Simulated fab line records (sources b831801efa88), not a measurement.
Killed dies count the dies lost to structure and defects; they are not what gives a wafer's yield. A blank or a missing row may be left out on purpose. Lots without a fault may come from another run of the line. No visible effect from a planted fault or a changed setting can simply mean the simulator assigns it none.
fab line records / flow sky130
record lots=13 wafers=39 last_day=50
route steps=708 shown VT_ADJUST_PCH@147 SONOS_ONO@182 LDD_N@244 LI_CONTACT@364
lots that met no fault: from a run of the same line without faults
start_h: hours from the record's opening day to when the first of the lot's shown wafers began / wait_h: hours elapsed since this lot's preceding step / " the same as in the row above / L1.1+2: a single row standing in for several wafers / - no value, or no start given / * or withheld: withheld / < > ~ a bound
route shown NAME@n: names a module that has steps shown in the file, with the first one's number in the route / usual: average and standard deviation across the fault-free wafers / same: alike in all rows / chamber/n: place in a boat / sites: the reading at each site / _std_site: standard deviation across them / _edge_site: inner sites' mean taken away from outer sites' mean / radius_mm: how far each site lies from the wafer's centre / mask NAME#n: copy n / behind: the most recent tool/chamber to have shaped the wafer / hold: reason for holding the lot/hours on hold/outcome of the hold / device: the n, p or np transistor that did not switch / end of line: the same wafers' tests at the end of the route / for a step that has no rows: nothing shown but its recipe / killed: dies that structure and defects cost at the first sort, which is not the same as the wafer's yield / map: shows each die of a wafer: x if killed, . if not, _ if none is there
set.NAME: the setting that was run; set.NAME@STEP: the one run at that earlier step / model.NAME: the simulator's own value behind a step, which no gauge read
one table for each step of the route and one row for each wafer, over a sample of lots
services: from which hour (start_h, from the record's first day; less than 0 if before it) a tool's chamber was out of use, for how many hours, and why
## steps
# step SKY_VT_ADJUST_PCH_EXPOSE_04
# recipe mask_id=NWM na=0.6 source_shape=conventional sigma_outer=0.6 polarization=unpolarized target_cd_nm=840 dose_mj=255
lot.wafer=L345.1+5+6 tool=iline_stepper-02 chamber=0 start_h=219.52 wait_h=- mask=NWM#0
lot.wafer=L346.1+4+5 tool=iline_stepper-01 chamber=0 start_h=227.77 wait_h=- mask=NWM#0
lot.wafer=L347.4+5+6 tool=iline_stepper-01 chamber=0 start_h=238.13 wait_h=- mask=NWM#0
lot.wafer=L348.1+2+3 tool=iline_stepper-01 chamber=0 start_h=244.39 wait_h=- mask=NWM#0
lot.wafer=L349.4+5+6 tool=iline_stepper-02 chamber=0 start_h=249.12 wait_h=- mask=NWM#0
lot.wafer=L350.1+3+6 tool=iline_stepper-01 chamber=0 start_h=254.57 wait_h=- mask=NWM#0
lot.wafer=L352.1+3+6 tool=iline_stepper-01 chamber=0 start_h=278.02 wait_h=- mask=NWM#0
lot.wafer=L357.3+5+6 tool=iline_stepper-02 chamber=0 start_h=313.32 wait_h=- mask=NWM#0
lot.wafer=L359.1+5+6 tool=iline_stepper-01 chamber=0 start_h=327.07 wait_h=- mask=NWM#0
lot.wafer=L360.2+3+4 tool=iline_stepper-01 chamber=0 start_h=332.86 wait_h=- mask=NWM#0
lot.wafer=L362.1+3+6 tool=iline_stepper-01 chamber=0 start_h=344.99 wait_h=- mask=NWM#0
lot.wafer=L363.1+2+3 tool=iline_stepper-02 chamber=0 start_h=356.04 wait_h=- mask=NWM#0
lot.wafer=L365.3+5+6 tool=iline_stepper-02 chamber=0 start_h=372.95 wait_h=- mask=NWM#0
# step SKY_VT_ADJUST_PCH_OVL_MEAS_07
# usual VT_ADJUST_PCH_OVL=1.7/1.4
lot.wafer=L345.1 tool=overlay-01 chamber=- start_h=230.49 wait_h=- VT_ADJUST_PCH_OVL[nm]=1.1
lot.wafer=L345.5 tool=overlay-01 chamber=- start_h=230.49 wait_h=- VT_ADJUST_PCH_OVL[nm]=0.9
lot.wafer=L345.6 tool=overlay-01 chamber=- start_h=230.49 wait_h=- VT_ADJUST_PCH_OVL[nm]=1.5
lot.wafer=L346.1 tool=overlay-02 chamber=- start_h=238.90 wait_h=- VT_ADJUST_PCH_OVL[nm]=0.6
lot.wafer=L346.4 tool=overlay-02 chamber=- start_h=238.90 wait_h=- VT_ADJUST_PCH_OVL[nm]=-0.1
lot.wafer=L346.5 tool=overlay-02 chamber=- start_h=238.90 wait_h=- VT_ADJUST_PCH_OVL[nm]=-0.8
lot.wafer=L347.4 tool=overlay-02 chamber=- start_h=249.16 wait_h=- VT_ADJUST_PCH_OVL[nm]=1.6
lot.wafer=L347.5 tool=overlay-02 chamber=- start_h=249.16 wait_h=- VT_ADJUST_PCH_OVL[nm]=1.6
lot.wafer=L347.6 tool=overlay-02 chamber=- start_h=249.16 wait_h=- VT_ADJUST_PCH_OVL[nm]=0.2
lot.wafer=L348.1 tool=overlay-02 chamber=- start_h=255.66 wait_h=- VT_ADJUST_PCH_OVL[nm]=1.5
lot.wafer=L348.2 tool=overlay-02 chamber=- start_h=255.66 wait_h=- VT_ADJUST_PCH_OVL[nm]=2.1
lot.wafer=L348.3 tool=overlay-02 chamber=- start_h=255.66 wait_h=- VT_ADJUST_PCH_OVL[nm]=1.1
lot.wafer=L349.4 tool=overlay-01 chamber=- start_h=260.46 wait_h=- VT_ADJUST_PCH_OVL[nm]=1.5
lot.wafer=L349.5 tool=overlay-01 chamber=- start_h=260.46 wait_h=- VT_ADJUST_PCH_OVL[nm]=3.2
lot.wafer=L349.6 tool=overlay-01 chamber=- start_h=260.46 wait_h=- VT_ADJUST_PCH_OVL[nm]=3.6
lot.wafer=L350.1 tool=overlay-02 chamber=- start_h=266.79 wait_h=- VT_ADJUST_PCH_OVL[nm]=1.4
lot.wafer=L350.3 tool=overlay-02 chamber=- start_h=266.79 wait_h=- VT_ADJUST_PCH_OVL[nm]=3.6
lot.wafer=L350.6 tool=overlay-02 chamber=- start_h=266.79 wait_h=- VT_ADJUST_PCH_OVL[nm]=2.3
lot.wafer=L352.1 tool=overlay-02 chamber=- start_h=290.69 wait_h=- VT_ADJUST_PCH_OVL[nm]=1.3
lot.wafer=L352.3 tool=overlay-02 chamber=- start_h=290.69 wait_h=- VT_ADJUST_PCH_OVL[nm]=-0.1
lot.wafer=L352.6 tool=overlay-02 chamber=- start_h=290.69 wait_h=- VT_ADJUST_PCH_OVL[nm]=1.9
lot.wafer=L357.3 tool=overlay-01 chamber=- start_h=326.07 wait_h=- VT_ADJUST_PCH_OVL[nm]=0.1
lot.wafer=L357.5 tool=overlay-01 chamber=- start_h=326.07 wait_h=- VT_ADJUST_PCH_OVL[nm]=-0.7
lot.wafer=L357.6 tool=overlay-01 chamber=- start_h=326.07 wait_h=- VT_ADJUST_PCH_OVL[nm]=-0.5
lot.wafer=L359.1 tool=overlay-02 chamber=- start_h=340.89 wait_h=- VT_ADJUST_PCH_OVL[nm]=66.5
lot.wafer=L359.5 tool=overlay-02 chamber=- start_h=340.89 wait_h=- VT_ADJUST_PCH_OVL[nm]=67.4
lot.wafer=L359.6 tool=overlay-02 chamber=- start_h=340.89 wait_h=- VT_ADJUST_PCH_OVL[nm]=66.9
lot.wafer=L360.2 tool=overlay-02 chamber=- start_h=346.60 wait_h=- VT_ADJUST_PCH_OVL[nm]=65.0
lot.wafer=L360.3 tool=overlay-02 chamber=- start_h=346.60 wait_h=- VT_ADJUST_PCH_OVL[nm]=66.2
lot.wafer=L360.4 tool=overlay-02 chamber=- start_h=346.60 wait_h=- VT_ADJUST_PCH_OVL[nm]=66.6
lot.wafer=L362.1 tool=overlay-02 chamber=- start_h=358.59 wait_h=- VT_ADJUST_PCH_OVL[nm]=68.1
lot.wafer=L362.3 tool=overlay-02 chamber=- start_h=358.59 wait_h=- VT_ADJUST_PCH_OVL[nm]=68.5
lot.wafer=L362.6 tool=overlay-02 chamber=- start_h=358.59 wait_h=- VT_ADJUST_PCH_OVL[nm]=67.3
lot.wafer=L363.1 tool=overlay-01 chamber=- start_h=369.61 wait_h=- VT_ADJUST_PCH_OVL[nm]=1.6
lot.wafer=L363.2 tool=overlay-01 chamber=- start_h=369.61 wait_h=- VT_ADJUST_PCH_OVL[nm]=2.1
lot.wafer=L363.3 tool=overlay-01 chamber=- start_h=369.61 wait_h=- VT_ADJUST_PCH_OVL[nm]=1.0
lot.wafer=L365.3 tool=overlay-01 chamber=- start_h=386.76 wait_h=- VT_ADJUST_PCH_OVL[nm]=3.8
lot.wafer=L365.5 tool=overlay-01 chamber=- start_h=386.76 wait_h=- VT_ADJUST_PCH_OVL[nm]=4.2
lot.wafer=L365.6 tool=overlay-01 chamber=- start_h=386.76 wait_h=- VT_ADJUST_PCH_OVL[nm]=1.9
# step SKY_SONOS_ONO_OVL_MEAS_14
# usual SONOS_ONO_OVL=-0.6/1.2
lot.wafer=L345.1 tool=overlay-01 chamber=- start_h=284.33 wait_h=0.1 SONOS_ONO_OVL[nm]=0.6
lot.wafer=L345.5 tool=overlay-01 chamber=- start_h=284.33 wait_h=0.1 SONOS_ONO_OVL[nm]=1.2
lot.wafer=L345.6 tool=overlay-01 chamber=- start_h=284.33 wait_h=0.1 SONOS_ONO_OVL[nm]=0.5
lot.wafer=L346.1 tool=overlay-01 chamber=- start_h=292.43 wait_h=0.1 SONOS_ONO_OVL[nm]=1.6
lot.wafer=L346.4 tool=overlay-01 chamber=- start_h=292.43 wait_h=0.1 SONOS_ONO_OVL[nm]=-0.1
lot.wafer=L346.5 tool=overlay-01 chamber=- start_h=292.43 wait_h=0.1 SONOS_ONO_OVL[nm]=1.4
lot.wafer=L347.4 tool=overlay-01 chamber=- start_h=305.80 wait_h=0.1 SONOS_ONO_OVL[nm]=1.3
lot.wafer=L347.5 tool=overlay-01 chamber=- start_h=305.80 wait_h=0.1 SONOS_ONO_OVL[nm]=0.9
lot.wafer=L347.6 tool=overlay-01 chamber=- start_h=305.80 wait_h=0.1 SONOS_ONO_OVL[nm]=0.1
lot.wafer=L348.1 tool=overlay-01 chamber=- start_h=311.96 wait_h=0.1 SONOS_ONO_OVL[nm]=0.3
lot.wafer=L348.2 tool=overlay-01 chamber=- start_h=311.96 wait_h=0.1 SONOS_ONO_OVL[nm]=-1.4
lot.wafer=L348.3 tool=overlay-01 chamber=- start_h=311.96 wait_h=0.1 SONOS_ONO_OVL[nm]=-0.6
lot.wafer=L349.4 tool=overlay-02 chamber=- start_h=317.15 wait_h=0.1 SONOS_ONO_OVL[nm]=-1.4
lot.wafer=L349.5 tool=overlay-02 chamber=- start_h=317.15 wait_h=0.1 SONOS_ONO_OVL[nm]=-2.4
lot.wafer=L349.6 tool=overlay-02 chamber=- start_h=317.15 wait_h=0.1 SONOS_ONO_OVL[nm]=-1.2
lot.wafer=L350.1 tool=overlay-01 chamber=- start_h=322.93 wait_h=0.1 SONOS_ONO_OVL[nm]=1.5
lot.wafer=L350.3 tool=overlay-01 chamber=- start_h=322.93 wait_h=0.1 SONOS_ONO_OVL[nm]=1.1
lot.wafer=L350.6 tool=overlay-01 chamber=- start_h=322.93 wait_h=0.1 SONOS_ONO_OVL[nm]=-0.4
lot.wafer=L352.1 tool=overlay-02 chamber=- start_h=349.46 wait_h=0.1 SONOS_ONO_OVL[nm]=-0.2
lot.wafer=L352.3 tool=overlay-02 chamber=- start_h=349.46 wait_h=0.1 SONOS_ONO_OVL[nm]=-0.3
lot.wafer=L352.6 tool=overlay-02 chamber=- start_h=349.46 wait_h=0.1 SONOS_ONO_OVL[nm]=0.1
lot.wafer=L357.3 tool=overlay-02 chamber=- start_h=388.61 wait_h=0.1 SONOS_ONO_OVL[nm]=-0.5
lot.wafer=L357.5 tool=overlay-02 chamber=- start_h=388.61 wait_h=0.1 SONOS_ONO_OVL[nm]=-0.9
lot.wafer=L357.6 tool=overlay-02 chamber=- start_h=388.61 wait_h=0.1 SONOS_ONO_OVL[nm]=-0.8
lot.wafer=L359.1 tool=overlay-01 chamber=- start_h=401.76 wait_h=0.1 SONOS_ONO_OVL[nm]=-3.9
lot.wafer=L359.5 tool=overlay-01 chamber=- start_h=401.76 wait_h=0.1 SONOS_ONO_OVL[nm]=-2.9
lot.wafer=L359.6 tool=overlay-01 chamber=- start_h=401.76 wait_h=0.1 SONOS_ONO_OVL[nm]=-3.7
lot.wafer=L360.2 tool=overlay-01 chamber=- start_h=413.65 wait_h=0.1 SONOS_ONO_OVL[nm]=-0.1
lot.wafer=L360.3 tool=overlay-01 chamber=- start_h=413.65 wait_h=0.1 SONOS_ONO_OVL[nm]=0.8
lot.wafer=L360.4 tool=overlay-01 chamber=- start_h=413.65 wait_h=0.1 SONOS_ONO_OVL[nm]=1.4
lot.wafer=L362.1 tool=overlay-01 chamber=- start_h=422.90 wait_h=0.1 SONOS_ONO_OVL[nm]=0.1
lot.wafer=L362.3 tool=overlay-01 chamber=- start_h=422.90 wait_h=0.1 SONOS_ONO_OVL[nm]=0.4
lot.wafer=L362.6 tool=overlay-01 chamber=- start_h=422.90 wait_h=0.1 SONOS_ONO_OVL[nm]=1.0
lot.wafer=L363.1 tool=overlay-01 chamber=- start_h=432.40 wait_h=0.1 SONOS_ONO_OVL[nm]=-2.1
lot.wafer=L363.2 tool=overlay-01 chamber=- start_h=432.40 wait_h=0.1 SONOS_ONO_OVL[nm]=-0.3
lot.wafer=L363.3 tool=overlay-01 chamber=- start_h=432.40 wait_h=0.1 SONOS_ONO_OVL[nm]=-1.5
lot.wafer=L365.3 tool=overlay-01 chamber=- start_h=453.26 wait_h=0.1 SONOS_ONO_OVL[nm]=-0.7
lot.wafer=L365.5 tool=overlay-01 chamber=- start_h=453.26 wait_h=0.1 SONOS_ONO_OVL[nm]=-0.9
lot.wafer=L365.6 tool=overlay-01 chamber=- start_h=453.26 wait_h=0.1 SONOS_ONO_OVL[nm]=-0.9
# step SKY_LDD_N_OVL_MEAS_07
# usual LDD_N_OVL=-0.2/1.5
lot.wafer=L345.1 tool=overlay-02 chamber=- start_h=405.73 wait_h=0.1 LDD_N_OVL[nm]=0.6
lot.wafer=L345.5 tool=overlay-02 chamber=- start_h=405.73 wait_h=0.1 LDD_N_OVL[nm]=0.8
lot.wafer=L345.6 tool=overlay-02 chamber=- start_h=405.73 wait_h=0.1 LDD_N_OVL[nm]=0.4
lot.wafer=L346.1 tool=overlay-02 chamber=- start_h=414.13 wait_h=0.1 LDD_N_OVL[nm]=-1.0
lot.wafer=L346.4 tool=overlay-02 chamber=- start_h=414.13 wait_h=0.1 LDD_N_OVL[nm]=-1.0
lot.wafer=L346.5 tool=overlay-02 chamber=- start_h=414.13 wait_h=0.1 LDD_N_OVL[nm]=-2.4
lot.wafer=L347.4 tool=overlay-01 chamber=- start_h=428.90 wait_h=0.1 LDD_N_OVL[nm]=-0.5
lot.wafer=L347.5 tool=overlay-01 chamber=- start_h=428.90 wait_h=0.1 LDD_N_OVL[nm]=-2.0
lot.wafer=L347.6 tool=overlay-01 chamber=- start_h=428.90 wait_h=0.1 LDD_N_OVL[nm]=0.4
lot.wafer=L348.1 tool=overlay-01 chamber=- start_h=433.88 wait_h=0.1 LDD_N_OVL[nm]=1.3
lot.wafer=L348.2 tool=overlay-01 chamber=- start_h=433.88 wait_h=0.1 LDD_N_OVL[nm]=0.8
lot.wafer=L348.3 tool=overlay-01 chamber=- start_h=433.88 wait_h=0.1 LDD_N_OVL[nm]=0.8
lot.wafer=L349.4 tool=overlay-01 chamber=- start_h=447.30 wait_h=0.1 LDD_N_OVL[nm]=-3.0
lot.wafer=L349.5 tool=overlay-01 chamber=- start_h=447.30 wait_h=0.1 LDD_N_OVL[nm]=-2.4
lot.wafer=L349.6 tool=overlay-01 chamber=- start_h=447.30 wait_h=0.1 LDD_N_OVL[nm]=-2.6
lot.wafer=L350.1 tool=overlay-01 chamber=- start_h=452.83 wait_h=0.1 LDD_N_OVL[nm]=1.7
lot.wafer=L350.3 tool=overlay-01 chamber=- start_h=452.83 wait_h=0.1 LDD_N_OVL[nm]=1.4
lot.wafer=L350.6 tool=overlay-01 chamber=- start_h=452.83 wait_h=0.1 LDD_N_OVL[nm]=0.9
lot.wafer=L352.1 tool=overlay-02 chamber=- start_h=481.04 wait_h=0.1 LDD_N_OVL[nm]=-0.2
lot.wafer=L352.3 tool=overlay-02 chamber=- start_h=481.04 wait_h=0.1 LDD_N_OVL[nm]=-1.2
lot.wafer=L352.6 tool=overlay-02 chamber=- start_h=481.04 wait_h=0.1 LDD_N_OVL[nm]=-2.0
lot.wafer=L357.3 tool=overlay-01 chamber=- start_h=520.07 wait_h=0.1 LDD_N_OVL[nm]=1.8
lot.wafer=L357.5 tool=overlay-01 chamber=- start_h=520.07 wait_h=0.1 LDD_N_OVL[nm]=0.3
lot.wafer=L357.6 tool=overlay-01 chamber=- start_h=520.07 wait_h=0.1 LDD_N_OVL[nm]=1.0
lot.wafer=L359.1 tool=overlay-02 chamber=- start_h=531.36 wait_h=0.1 LDD_N_OVL[nm]=-3.6
lot.wafer=L359.5 tool=overlay-02 chamber=- start_h=531.36 wait_h=0.1 LDD_N_OVL[nm]=-2.9
lot.wafer=L359.6 tool=overlay-02 chamber=- start_h=531.36 wait_h=0.1 LDD_N_OVL[nm]=-2.3
lot.wafer=L360.2 tool=overlay-01 chamber=- start_h=543.88 wait_h=0.1 LDD_N_OVL[nm]=-0.2
lot.wafer=L360.3 tool=overlay-01 chamber=- start_h=543.88 wait_h=0.1 LDD_N_OVL[nm]=-1.0
lot.wafer=L360.4 tool=overlay-01 chamber=- start_h=543.88 wait_h=0.1 LDD_N_OVL[nm]=-1.2
lot.wafer=L362.1 tool=overlay-02 chamber=- start_h=556.64 wait_h=0.1 LDD_N_OVL[nm]=-0.7
lot.wafer=L362.3 tool=overlay-02 chamber=- start_h=556.64 wait_h=0.1 LDD_N_OVL[nm]=0.8
lot.wafer=L362.6 tool=overlay-02 chamber=- start_h=556.64 wait_h=0.1 LDD_N_OVL[nm]=0.8
lot.wafer=L363.1 tool=overlay-02 chamber=- start_h=564.13 wait_h=0.1 LDD_N_OVL[nm]=-1.6
lot.wafer=L363.2 tool=overlay-02 chamber=- start_h=564.13 wait_h=0.1 LDD_N_OVL[nm]=-0.5
lot.wafer=L363.3 tool=overlay-02 chamber=- start_h=564.13 wait_h=0.1 LDD_N_OVL[nm]=-1.1
lot.wafer=L365.3 tool=overlay-01 chamber=- start_h=580.57 wait_h=0.1 LDD_N_OVL[nm]=0.1
lot.wafer=L365.5 tool=overlay-01 chamber=- start_h=580.57 wait_h=0.1 LDD_N_OVL[nm]=-0.8
lot.wafer=L365.6 tool=overlay-01 chamber=- start_h=580.57 wait_h=0.1 LDD_N_OVL[nm]=-0.5
# step SKY_LI_CONTACT_CMP_02
# recipe material=PSG down_force_psi=4 platen_rpm=60 pad_velocity_m_s=0.94248
# usual motor_current_A=11.9/1.4 time_to_endpoint_s=31.4/2.5
lot.wafer=L345.1 tool=cmp-02 chamber=1 start_h=656.54 wait_h=0.2 motor_current_A=10.7 time_to_endpoint_s=33.2
lot.wafer=L345.6 tool=cmp-02 chamber=1 start_h=656.54 wait_h=0.2 motor_current_A=10.5 time_to_endpoint_s=34.9
lot.wafer=L345.5 tool=cmp-02 chamber=2 start_h=656.54 wait_h=0.2 motor_current_A=10.1 time_to_endpoint_s=31.4
lot.wafer=L346.4 tool=cmp-01 chamber=2 start_h=659.27 wait_h=0.0 motor_current_A=11.4 time_to_endpoint_s=30.2
lot.wafer=L346.1 tool=cmp-01 chamber=1 start_h=659.27 wait_h=0.0 motor_current_A=14.1 time_to_endpoint_s=34.3
lot.wafer=L346.5 tool=cmp-01 chamber=3 start_h=659.27 wait_h=0.0 motor_current_A=11.0 time_to_endpoint_s=32.2
lot.wafer=L347.4 tool=cmp-02 chamber=1 start_h=673.61 wait_h=0.1 motor_current_A=11.2 time_to_endpoint_s=31.5
lot.wafer=L347.5 tool=cmp-02 chamber=3 start_h=673.61 wait_h=0.1 motor_current_A=13.6 time_to_endpoint_s=32.2
lot.wafer=L347.6 tool=cmp-02 chamber=0 start_h=673.61 wait_h=0.1 motor_current_A=11.4 time_to_endpoint_s=32.9
lot.wafer=L348.3 tool=cmp-02 chamber=0 start_h=683.41 wait_h=0.0 motor_current_A=11.3 time_to_endpoint_s=31.4
lot.wafer=L348.2 tool=cmp-02 chamber=1 start_h=683.41 wait_h=0.0 motor_current_A=11.0 time_to_endpoint_s=35.3
lot.wafer=L348.1 tool=cmp-02 chamber=3 start_h=683.41 wait_h=0.0 motor_current_A=14.0 time_to_endpoint_s=34.1
lot.wafer=L349.4 tool=cmp-01 chamber=1 start_h=688.59 wait_h=0.1 motor_current_A=13.8 time_to_endpoint_s=30.0
lot.wafer=L349.6 tool=cmp-01 chamber=3 start_h=688.59 wait_h=0.1 motor_current_A=10.9 time_to_endpoint_s=26.1
lot.wafer=L349.5 tool=cmp-01 chamber=0 start_h=688.59 wait_h=0.1 motor_current_A=12.9 time_to_endpoint_s=28.3
lot.wafer=L350.1 tool=cmp-01 chamber=0 start_h=691.81 wait_h=0.1 motor_current_A=12.9 time_to_endpoint_s=29.8
lot.wafer=L350.3 tool=cmp-01 chamber=1 start_h=691.81 wait_h=0.1 motor_current_A=14.2 time_to_endpoint_s=30.9
lot.wafer=L350.6 tool=cmp-01 chamber=0 start_h=691.81 wait_h=0.1 motor_current_A=13.1 time_to_endpoint_s=31.4
lot.wafer=L352.3 tool=cmp-02 chamber=3 start_h=719.69 wait_h=0.1 motor_current_A=13.4 time_to_endpoint_s=32.2
lot.wafer=L352.1 tool=cmp-02 chamber=0 start_h=719.69 wait_h=0.1 motor_current_A=11.8 time_to_endpoint_s=30.2
lot.wafer=L352.6 tool=cmp-02 chamber=1 start_h=719.69 wait_h=0.1 motor_current_A=10.8 time_to_endpoint_s=32.2
lot.wafer=L357.3 tool=cmp-01 chamber=1 start_h=754.36 wait_h=0.2 motor_current_A=13.8 time_to_endpoint_s=30.8
lot.wafer=L357.6 tool=cmp-01 chamber=2 start_h=754.36 wait_h=0.2 motor_current_A=11.7 time_to_endpoint_s=27.5
lot.wafer=L357.5 tool=cmp-01 chamber=3 start_h=754.36 wait_h=0.2 motor_current_A=10.5 time_to_endpoint_s=27.9
lot.wafer=L359.1 tool=cmp-02 chamber=0 start_h=765.89 wait_h=0.1 motor_current_A=11.4 time_to_endpoint_s=30.6
lot.wafer=L359.6 tool=cmp-02 chamber=0 start_h=765.89 wait_h=0.1 motor_current_A=11.3 time_to_endpoint_s=34.1
lot.wafer=L359.5 tool=cmp-02 chamber=1 start_h=765.89 wait_h=0.1 motor_current_A=10.6 time_to_endpoint_s=32.1
lot.wafer=L360.4 tool=cmp-01 chamber=0 start_h=778.81 wait_h=0.1 motor_current_A=13.0 time_to_endpoint_s=30.9
lot.wafer=L360.3 tool=cmp-01 chamber=1 start_h=778.81 wait_h=0.1 motor_current_A=13.6 time_to_endpoint_s=32.9
lot.wafer=L360.2 tool=cmp-01 chamber=2 start_h=778.81 wait_h=0.1 motor_current_A=11.9 time_to_endpoint_s=32.4
lot.wafer=L362.1 tool=cmp-02 chamber=0 start_h=786.94 wait_h=0.1 motor_current_A=11.9 time_to_endpoint_s=29.2
lot.wafer=L362.3 tool=cmp-02 chamber=2 start_h=786.94 wait_h=0.1 motor_current_A=10.1 time_to_endpoint_s=28.8
lot.wafer=L362.6 tool=cmp-02 chamber=1 start_h=786.94 wait_h=0.1 motor_current_A=10.8 time_to_endpoint_s=29.8
lot.wafer=L363.2 tool=cmp-02 chamber=1 start_h=796.14 wait_h=0.1 motor_current_A=11.2 time_to_endpoint_s=32.6
lot.wafer=L363.1 tool=cmp-02 chamber=2 start_h=796.14 wait_h=0.1 motor_current_A=10.0 time_to_endpoint_s=27.9
lot.wafer=L363.3 tool=cmp-02 chamber=3 start_h=796.14 wait_h=0.1 motor_current_A=14.6 time_to_endpoint_s=31.6
lot.wafer=L365.3 tool=cmp-01 chamber=2 start_h=809.11 wait_h=0.1 motor_current_A=12.4 time_to_endpoint_s=27.5
lot.wafer=L365.5 tool=cmp-01 chamber=1 start_h=809.11 wait_h=0.1 motor_current_A=14.1 time_to_endpoint_s=30.5
lot.wafer=L365.6 tool=cmp-01 chamber=2 start_h=809.11 wait_h=0.1 motor_current_A=12.0 time_to_endpoint_s=28.2
## services
tool=cmp-02 chamber=- start_h=204.52 hours=1.5 kind=repair
tool=cmp-01 chamber=- start_h=204.90 hours=2.7 kind=repair
tool=cmp-01 chamber=- start_h=210.87 hours=2.6 kind=repair
tool=cmp-01 chamber=- start_h=232.00 hours=4.0 kind=pm
tool=cmp-02 chamber=- start_h=281.62 hours=0.8 kind=repair
tool=cmp-02 chamber=- start_h=317.13 hours=4.4 kind=pm
tool=cmp-02 chamber=- start_h=330.11 hours=9.0 kind=pm
tool=iline_stepper-01 chamber=- start_h=353.97 hours=1.7 kind=pm
tool=cmp-02 chamber=- start_h=400.20 hours=21.3 kind=pm
tool=cmp-02 chamber=- start_h=421.47 hours=4.0 kind=pm
tool=cmp-02 chamber=- start_h=423.92 hours=0.9 kind=repair
tool=cmp-02 chamber=- start_h=432.15 hours=0.2 kind=repair
tool=iline_stepper-01 chamber=- start_h=479.99 hours=7.4 kind=repair
tool=cmp-02 chamber=- start_h=499.71 hours=1.6 kind=repair
tool=iline_stepper-01 chamber=- start_h=572.15 hours=1.7 kind=pm
tool=cmp-02 chamber=- start_h=612.63 hours=0.5 kind=repair
tool=cmp-02 chamber=- start_h=627.83 hours=0.3 kind=repair
tool=iline_stepper-01 chamber=- start_h=637.00 hours=4.3 kind=pm
tool=cmp-02 chamber=- start_h=685.74 hours=1.3 kind=repair
tool=cmp-02 chamber=- start_h=687.06 hours=5.2 kind=pm
tool=cmp-02 chamber=- start_h=700.68 hours=1.0 kind=repair
tool=cmp-02 chamber=- start_h=758.04 hours=1.6 kind=repair
tool=cmp-02 chamber=- start_h=761.58 hours=4.0 kind=pm
tool=iline_stepper-01 chamber=- start_h=790.33 hours=1.7 kind=pm
## key
first_sign step=SKY_VT_ADJUST_PCH_OVL_MEAS_07 reading=VT_ADJUST_PCH_OVL direction=up sigmas=46 usual=1.7 struck=66.9
effect none on later readings
met_at SKY_VT_ADJUST_PCH_EXPOSE_04
struck_lots L359,L360,L362
tester_left_out L359,L360,L362
not_acting_at SKY_SONOS_ONO_OVL_MEAS_14,SKY_LDD_N_OVL_MEAS_07,SKY_LI_CONTACT_CMP_02
onset_between 278.02 327.07
fault kind=scanner_matching_overlay tool=iline_stepper-01 chamber=- onset_h=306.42 steps=SKY_VT_ADJUST_PCH_EXPOSE_04 offset=65.972
# tester_left_out: of these lots the tester's yield and bins aren't shown, on N5 and GAA mostly nor the transistor test; their killed dies are dies lost to structure and defects alone, not to doping, threshold or leakage, so they don't give the yield
